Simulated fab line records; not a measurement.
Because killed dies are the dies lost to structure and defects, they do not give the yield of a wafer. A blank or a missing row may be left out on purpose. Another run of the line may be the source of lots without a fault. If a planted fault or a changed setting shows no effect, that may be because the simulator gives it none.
fab line records    flow sky130
record lots=14  wafers=42  lastDay=50
route steps=708 shown DNWELL@41 VT_ADJUST_HVTP@92 VT_ADJUST_NCORE@130 RES_PROTECT@214
lots that met no fault: taken from a fault-free run of the same line
startH: hours from the record's first day to the start of the lot's first wafer shown    waitH: hours from the lot's prior step to this one    " unchanged from the row above    L1.1+2: one row covering several wafers at once    - no value, or no start was given    * or withheld: withheld    < > ~ a bound
route shown NAME@n: names a module that has steps shown in the file, with the first one's number in the route    usual: mean and standard deviation over wafers with no fault    same: alike in all rows    chamber/n: place in a boat    sites: readings site by site    _std_site: the values' standard deviation    _edge_site: mean of outer sites minus mean of inner sites    radiusMm: how far each site lies from the wafer's centre    mask NAME#n: copy n    behind: the most recent tool/chamber to have shaped the wafer    hold: why the lot went on hold/how many hours it stayed there/how the hold came to an end    device: whichever transistor did not switch (one of n, p or np)    end of line: at the end of the route, the tests of the same wafers    a step with no rows: only its recipe    killed: dies that structure and defects cost at the first sort, which is not the same as the wafer's yield    map: the dies of a wafer, with x for killed, . for not killed, _ for no die there
set.NAME: the setting that was run; set.NAME@STEP: the one run at that earlier step    model.NAME: the simulator's own value behind a step, which no gauge read
route steps across a sampled set of lots; one table per step, one row per wafer
services: the hour from which a tool's chamber was out of use, counted from the record's first day as startH (under 0 if before that day), plus the number of hours and why
## steps
# step SKY_DNWELL_DEVELOP_06
# recipe wallAngleDeg=90  developer=TMAH  developTimeS=60  devTempC=23
# usual chillPlateTempC=22.98/0.11  developTimeS=60/0  resistLineTempC=22.99/0.1
lot.wafer  tool           chamber  startH  waitH  chillPlateTempC  developTimeS  resistLineTempC
L809.3     lithoTrack-04  0        60      -      22.91            60            23.08
L809.4     "              0        "       "      22.83            60            23.13
L809.5     "              0        "       "      22.89            60            22.95
L810.1     lithoTrack-01  0        66      -      22.93            60            22.97
L810.3     "              0        "       "      22.90            60            22.82
L810.4     "              0        "       "      23.05            60            22.91
L812.1     lithoTrack-04  0        75      -      23.17            60            23.09
L812.2     "              0        "       "      22.99            60            22.98
L812.3     "              0        "       "      23.10            60            22.93
L814.1     lithoTrack-01  -        89      -      -                -             -
L814.2     "              -        "       "      -                -             -
L814.5     "              -        "       "      -                -             -
L815.1     lithoTrack-01  -        108     -      -                -             -
L815.4     "              -        "       "      -                -             -
L815.6     "              -        "       "      -                -             -
L818.1     lithoTrack-01  0        109     -      23.00            60            23.10
L818.4     "              0        "       "      23.11            60            22.88
L818.6     "              0        "       "      22.92            60            22.97
L822.4     lithoTrack-03  0        131     -      23.03            60            23.04
L822.5     "              0        "       "      23.02            60            22.90
L822.6     "              0        "       "      22.97            60            23.01
L823.1     lithoTrack-01  0        138     -      22.88            60            22.87
L823.3     "              0        "       "      22.82            60            22.96
L823.5     "              0        "       "      22.72            60            22.94
L824.1     lithoTrack-04  0        143     -      22.91            60            23.04
L824.2     "              0        "       "      23.04            60            22.98
L824.5     "              0        "       "      23.15            60            22.90
L825.2     lithoTrack-04  0        151     -      22.95            60            23.02
L825.3     "              0        "       "      23.06            60            23.25
L825.6     "              0        152     -      22.87            60            23.17
L827.3     lithoTrack-03  0        158     -      23.00            60            23.20
L827.4     "              0        "       "      22.97            60            23.03
L827.6     "              0        "       "      23.04            60            23.04
L828.2     lithoTrack-03  0        165     -      22.89            60            22.95
L828.4     "              0        "       "      22.82            60            22.83
L828.5     "              0        "       "      22.92            60            23.05
L829.1     lithoTrack-04  0        170     -      22.96            60            23.06
L829.3     "              0        "       "      23.15            60            22.97
L829.5     "              0        "       "      22.98            60            23.06
L830.2     lithoTrack-04  0        177     -      22.79            60            22.96
L830.3     "              0        "       "      22.90            60            23.05
L830.6     "              0        "       "      22.93            60            23.01
# step SKY_DNWELL_TW_MEAS_09
# usual DNWELL_TW=1104/7.7
lot.wafer  tool          chamber  startH  waitH  DNWELL_TW
L809.3     filmMetro-01  -        60.43   0.1    1096
L809.4     "             -        "       "      1093
L809.5     "             -        "       "      1090
L810.1     filmMetro-01  -        66.76   0.1    1100
L810.3     "             -        "       "      1096
L810.4     "             -        "       "      1097
L812.1     filmMetro-02  -        75.71   0.1    1107
L812.2     "             -        "       "      1112
L812.3     "             -        "       "      1110
L814.1     filmMetro-02  -        90.06   0.1    30
L814.2     "             -        "       "      30
L814.5     "             -        "       "      30
L815.1     filmMetro-01  -        108.91  0.1    30
L815.4     "             -        "       "      30
L815.6     "             -        "       "      30
L818.1     filmMetro-04  -        110.32  0.1    1097
L818.4     "             -        "       "      1095
L818.6     "             -        "       "      1098
L822.4     filmMetro-01  -        131.94  0.1    1100
L822.5     "             -        "       "      1109
L822.6     "             -        "       "      1105
L823.1     filmMetro-02  -        138.91  0.1    1109
L823.3     "             -        "       "      1110
L823.5     "             -        "       "      1116
L824.1     filmMetro-04  -        143.56  0.1    1096
L824.2     "             -        "       "      1098
L824.5     "             -        "       "      1106
L825.2     filmMetro-01  -        152.32  0.1    1102
L825.3     "             -        "       "      1099
L825.6     "             -        "       "      1100
L827.3     filmMetro-01  -        158.73  0.1    1107
L827.4     "             -        "       "      1103
L827.6     "             -        "       "      1099
L828.2     filmMetro-01  -        165.57  0.1    1107
L828.4     "             -        "       "      1106
L828.5     "             -        "       "      1105
L829.1     filmMetro-02  -        170.46  0.1    1111
L829.3     "             -        "       "      1115
L829.5     "             -        "       "      1116
L830.2     filmMetro-01  -        177.57  0.1    1114
L830.3     "             -        "       "      1117
L830.6     "             -        "       "      1114
# step SKY_VT_ADJUST_HVTP_CD_MEAS_07
# recipe targetCdNm=380
# usual cdNm=379.5/2.7
lot.wafer  tool      chamber  startH  waitH  cdNm
L809.3     cdSem-02  -        130.20  0.1    379.2
L809.4     "         -        "       "      377.6
L809.5     "         -        "       "      378.9
L810.1     cdSem-01  -        136.81  0.1    377.0
L810.3     "         -        "       "      374.2
L810.4     "         -        "       "      375.5
L812.1     cdSem-02  -        148.96  0.1    378.1
L812.2     "         -        "       "      382.4
L812.3     "         -        "       "      381.0
L814.1     cdSem-02  -        164.71  0.1    380.7
L814.2     "         -        "       "      380.0
L814.5     "         -        "       "      378.5
L815.1     cdSem-01  -        186.31  0.1    374.9
L815.4     "         -        "       "      376.1
L815.6     "         -        "       "      377.2
L818.1     cdSem-02  -        188.91  0.1    374.7
L818.4     "         -        "       "      375.8
L818.6     "         -        "       "      373.3
L822.4     cdSem-01  -        213.97  0.1    384.1
L822.5     "         -        "       "      384.7
L822.6     "         -        "       "      386.1
L823.1     cdSem-02  -        222.56  0.1    376.6
L823.3     "         -        "       "      379.3
L823.5     "         -        "       "      377.6
L824.1     cdSem-02  -        227.76  0.1    381.4
L824.2     "         -        "       "      378.6
L824.5     "         -        "       "      379.4
L825.2     cdSem-02  -        237.93  0.1    376.7
L825.3     "         -        "       "      375.8
L825.6     "         -        "       "      376.5
L827.3     cdSem-01  -        247.15  0.1    381.9
L827.4     "         -        "       "      381.1
L827.6     "         -        "       "      380.7
L828.2     cdSem-01  -        253.59  0.1    383.8
L828.4     "         -        "       "      382.2
L828.5     "         -        "       "      381.3
L829.1     cdSem-01  -        259.51  0.1    377.8
L829.3     "         -        "       "      376.7
L829.5     "         -        "       "      377.5
L830.2     cdSem-02  -        268.18  0.1    377.6
L830.3     "         -        "       "      377.7
L830.6     "         -        "       "      378.6
# step SKY_VT_ADJUST_NCORE_TW_MEAS_11
# usual VT_ADJUST_NCORE_TW=218.6/2.3
lot.wafer  tool          chamber  startH  waitH  VT_ADJUST_NCORE_TW
L809.3     filmMetro-04  -        190.69  0.1    217.5
L809.4     "             -        "       "      216.5
L809.5     "             -        "       "      217.7
L810.1     filmMetro-04  -        197.72  0.1    218.0
L810.3     "             -        "       "      218.8
L810.4     "             -        "       "      216.1
L812.1     filmMetro-04  -        211.63  0.1    217.0
L812.2     "             -        "       "      216.9
L812.3     "             -        "       "      218.0
L814.1     filmMetro-04  -        228.97  0.1    217.4
L814.2     "             -        "       "      215.7
L814.5     "             -        "       "      217.4
L815.1     filmMetro-04  -        253.67  0.1    216.2
L815.4     "             -        "       "      218.0
L815.6     "             -        "       "      217.3
L818.1     filmMetro-01  -        257.47  0.1    219.5
L818.4     "             -        "       "      219.3
L818.6     "             -        "       "      219.5
L822.4     filmMetro-03  -        285.55  0.1    222.8
L822.5     "             -        "       "      221.7
L822.6     "             -        "       "      222.4
L823.1     filmMetro-03  -        295.32  0.1    221.2
L823.3     "             -        "       "      223.2
L823.5     "             -        "       "      221.6
L824.1     filmMetro-04  -        300.42  0.1    216.5
L824.2     "             -        "       "      218.1
L824.5     "             -        "       "      217.2
L825.2     filmMetro-03  -        312.87  0.1    222.6
L825.3     "             -        "       "      222.4
L825.6     "             -        "       "      222.0
L827.3     filmMetro-03  -        321.73  0.1    220.2
L827.4     "             -        "       "      221.6
L827.6     "             -        "       "      221.4
L828.2     filmMetro-03  -        329.18  0.1    221.8
L828.4     "             -        "       "      220.9
L828.5     "             -        "       "      221.2
L829.1     filmMetro-04  -        336.32  0.1    216.3
L829.3     "             -        "       "      215.7
L829.5     "             -        "       "      216.4
L830.2     filmMetro-03  -        345.38  0.1    222.8
L830.3     "             -        "       "      221.9
L830.6     "             -        "       "      221.7
# step SKY_RES_PROTECT_STRIP_07
# recipe chemistry=O2/N2  powerW=1400  pressureMtorr=1500  platenTempC=withheld  o2FlowSccm=3000  n2FlowSccm=300  overashFraction=0.5
# usual drypumpMotorCurrentA=5.6/0.44  oesProductAu=0.518/0.0047  stripTimeToEndpointS=23.29/0.039
lot.wafer  tool            chamber  startH  waitH  drypumpMotorCurrentA  oesProductAu  rfHoursCounterH  stripTimeToEndpointS
L809.3     plasmaAsher-03  1        345.84  0.1    5.5                   0.514         -                23.25
L809.4     "               0        "       "      6.0                   0.522         -                23.25
L809.5     "               0        "       "      6.1                   0.505         -                23.26
L810.1     plasmaAsher-03  1        354.66  0.1    5.5                   0.513         53               23.34
L810.3     "               0        "       "      6.0                   0.510         -                23.29
L810.4     "               1        "       "      5.6                   0.507         -                23.25
L812.1     plasmaAsher-04  1        372.66  0.1    4.7                   0.523         26               23.29
L812.2     "               0        "       "      5.2                   0.515         26               23.25
L812.3     "               0        "       "      5.2                   0.516         -                23.27
L814.1     plasmaAsher-03  1        397.00  0.1    5.5                   0.516         57               23.32
L814.2     "               0        "       "      6.0                   0.522         57               23.29
L814.5     "               1        "       "      5.5                   0.519         -                23.33
L815.1     plasmaAsher-01  1        426.86  0.1    6.0                   0.517         70               23.33
L815.4     "               1        "       "      6.0                   0.522         -                23.31
L815.6     "               0        "       "      5.4                   0.527         -                23.32
L818.1     plasmaAsher-03  0        433.00  0.1    6.1                   0.508         61               23.28
L818.4     "               0        "       "      6.1                   0.515         -                23.27
L818.6     "               1        "       "      5.6                   0.517         -                23.27
L822.4     plasmaAsher-04  1        468.69  0.1    4.7                   0.517         -                23.34
L822.5     "               0        "       "      5.2                   0.515         -                23.26
L822.6     "               1        "       "      4.7                   0.518         -                23.28
L823.1     plasmaAsher-01  1        476.21  0.1    6.0                   0.516         75               23.28
L823.3     "               0        "       "      5.4                   0.515         -                23.33
L823.5     "               1        "       "      6.0                   0.512         -                23.27
L824.1     plasmaAsher-04  1        482.66  0.1    4.7                   0.517         37               23.32
L824.2     "               0        "       "      5.2                   0.520         37               23.32
L824.5     "               0        "       "      5.2                   0.517         -                23.24
L825.2     plasmaAsher-01  0        502.41  0.1    5.5                   0.521         78               23.23
L825.3     "               0        "       "      5.4                   0.520         -                23.22
L825.6     "               1        "       "      6.0                   0.521         -                23.26
L827.3     plasmaAsher-03  1        508.89  0.1    5.5                   0.511         -                23.25
L827.4     "               0        "       "      6.0                   0.514         -                23.29
L827.6     "               1        "       "      5.5                   0.519         -                23.21
L828.2     plasmaAsher-03  1        514.91  0.1    5.5                   0.513         69               23.33
L828.4     "               0        "       "      6.1                   0.522         -                23.34
L828.5     "               1        "       "      5.5                   0.517         -                23.36
L829.1     plasmaAsher-03  1        524.56  0.1    5.5                   0.517         70               23.36
L829.3     "               1        "       "      5.5                   0.518         -                23.32
L829.5     "               1        "       "      5.5                   0.531         -                23.31
L830.2     plasmaAsher-01  1        538.41  0.1    6.0                   0.525         81               23.23
L830.3     "               1        "       "      6.0                   0.523         -                23.32
L830.6     "               0        "       "      5.5                   0.514         -                23.29
## services
tool            chamber  startH  hours  kind
plasmaAsher-01  -        61.39   5.0    pm
plasmaAsher-03  -        74.33   4.3    pm
plasmaAsher-03  -        90.21   12.5   repair
plasmaAsher-04  -        108.75  9.0    pm
plasmaAsher-04  0        108.75  9.0    ventCycle
plasmaAsher-04  1        108.75  9.0    ventCycle
plasmaAsher-04  -        117.11  0.5    repair
plasmaAsher-04  0        117.75  -      clean
plasmaAsher-04  1        117.75  -      clean
plasmaAsher-01  -        164.04  0.8    repair
plasmaAsher-03  -        306.46  2.3    repair
plasmaAsher-03  -        320.00  4.3    repair
plasmaAsher-04  -        330.72  1.5    repair
plasmaAsher-04  -        417.88  3.2    repair
## key
firstSign step=SKY_DNWELL_DEVELOP_06  reading=toolRecord  direction=missing
effect step=SKY_DNWELL_TW_MEAS_09  reading=DNWELL_TW  direction=down  sigmas=99+  usual=1104  struck=30
metAt SKY_DNWELL_DEVELOP_06
struckLots L814,L815
sortLeftOut L814.1,L814.2,L814.5,L815.1,L815.4,L815.6
testerLeftOut L814,L815
notActingAt SKY_VT_ADJUST_HVTP_CD_MEAS_07,SKY_VT_ADJUST_NCORE_TW_MEAS_11,SKY_RES_PROTECT_STRIP_07
onsetBetween 66 89
fault kind=skippedStepWhole  tool=lithoTrack-01  chamber=-  onsetH=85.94  steps=SKY_DNWELL_DEVELOP_06  scope=struckLotsOnly
# testerLeftOut: of these lots the tester's yield and bins aren't shown, on N5 and GAA mostly nor the transistor test; their killed dies are dies lost to structure and defects alone, not to doping, threshold or leakage, so they don't give the yield
# sortLeftOut: the simulated sort isn't trusted on such a fault, so these wafers' sort isn't shown, and their yield isn't known
